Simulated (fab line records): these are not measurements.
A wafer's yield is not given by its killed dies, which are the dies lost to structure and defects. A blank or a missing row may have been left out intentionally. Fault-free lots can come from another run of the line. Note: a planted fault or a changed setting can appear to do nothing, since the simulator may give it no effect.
Which tool did it? :: flow gf180mcu :: Sampling: 7 lots, 21 wafers, 4 of 602 route steps

WHAT THE GAUGES READ, wafer by wafer
GF_M2_RS_MEAS_05: uses a four-point probe to measure.
lot: L383
measured: day 18 21:28
on: film-metro-04
M2_ALCU_RS (ohm/sq): 0.0691 0.0703 0.0690

lot: L385
measured: day 19 17:03
on: film-metro-01
M2_ALCU_RS (ohm/sq): 0.0706 0.0695 0.0697

lot: L387
measured: day 20 01:07
on: film-metro-04
M2_ALCU_RS (ohm/sq): 0.0698 0.0703 0.0700

lot: L389
measured: day 20 21:56
on: film-metro-01
M2_ALCU_RS (ohm/sq): 0.0700 0.0701 0.0701

lot: L393
measured: day 22 13:44
on: film-metro-03
M2_ALCU_RS (ohm/sq): 0.0691 0.0690 0.0695

lot: L401
measured: day 25 08:14
on: film-metro-04
M2_ALCU_RS (ohm/sq): 0.0699 0.0694 0.0692

lot: L405
measured: day 26 06:25
on: film-metro-03
M2_ALCU_RS (ohm/sq): 0.0687 0.0696 0.0694

TOOL THAT RAN EACH LOT (tool first, then ch and the chambers of the sampled wafers, then the start)
lot: L383
GF_SALICIDE_RTA_06: rtp-anneal-01 ch 0, day 15 18:02
GF_V1_SPUTTER_22: pvd-sputter-04, day 18 20:37
GF_M2_SPUTTER_02: pvd-sputter-01, day 18 21:22

lot: L385
GF_SALICIDE_RTA_06: rtp-anneal-01 ch 0, day 16 12:40
GF_V1_SPUTTER_22: pvd-sputter-02, day 19 16:11
GF_M2_SPUTTER_02: pvd-sputter-01, day 19 16:56

lot: L387
GF_SALICIDE_RTA_06: rtp-anneal-02 ch 0, day 16 19:59
GF_V1_SPUTTER_22: pvd-sputter-04, day 20 00:02
GF_M2_SPUTTER_02: pvd-sputter-03, day 20 00:59

lot: L389
GF_SALICIDE_RTA_06: rtp-anneal-02 ch 0, day 17 14:43
GF_V1_SPUTTER_22: pvd-sputter-03, day 20 21:04
GF_M2_SPUTTER_02: pvd-sputter-04, day 20 21:50

lot: L393
GF_SALICIDE_RTA_06: rtp-anneal-01 ch 0, day 19 07:23
GF_V1_SPUTTER_22: pvd-sputter-04, day 22 12:53
GF_M2_SPUTTER_02: pvd-sputter-01, day 22 13:39

lot: L401
GF_SALICIDE_RTA_06: rtp-anneal-02 ch 0, day 22 05:45
GF_V1_SPUTTER_22: pvd-sputter-03, day 25 07:21
GF_M2_SPUTTER_02: pvd-sputter-04, day 25 08:08

lot: L405
GF_SALICIDE_RTA_06: rtp-anneal-01 ch 0, day 23 07:37
GF_V1_SPUTTER_22: pvd-sputter-03, day 26 05:28
GF_M2_SPUTTER_02: pvd-sputter-04, day 26 06:20
- GF_SALICIDE_RTA_06: time 30 s.
- GF_V1_SPUTTER_22: material TiN, target thk 10 nm, time 40 s.
- GF_M2_SPUTTER_02: material AlCu, target thk 450 nm, time 23.9 s.

THE ANSWER, worked out from the rows above alone
Rule: the lots themselves supply what counts as usual. Put in order of their means at a reading, lots are off if they are a third of the lots or fewer, leave a main group of 4 or more, and stand apart from it by a gap of 3 or more times the standard deviation of the main group's means; of several such gaps the widest counts. A main group whose means are all the same, to the digits that the tables above print for the reading, isn't used. Also off: a lot with no number at a reading for which 4 or more lots have one. Where the step has rows for the other lots, those lots are counted as sound.
None of the lots is off at any reading shown; this tells nothing.

WHAT THE SIMULATOR PUT IN
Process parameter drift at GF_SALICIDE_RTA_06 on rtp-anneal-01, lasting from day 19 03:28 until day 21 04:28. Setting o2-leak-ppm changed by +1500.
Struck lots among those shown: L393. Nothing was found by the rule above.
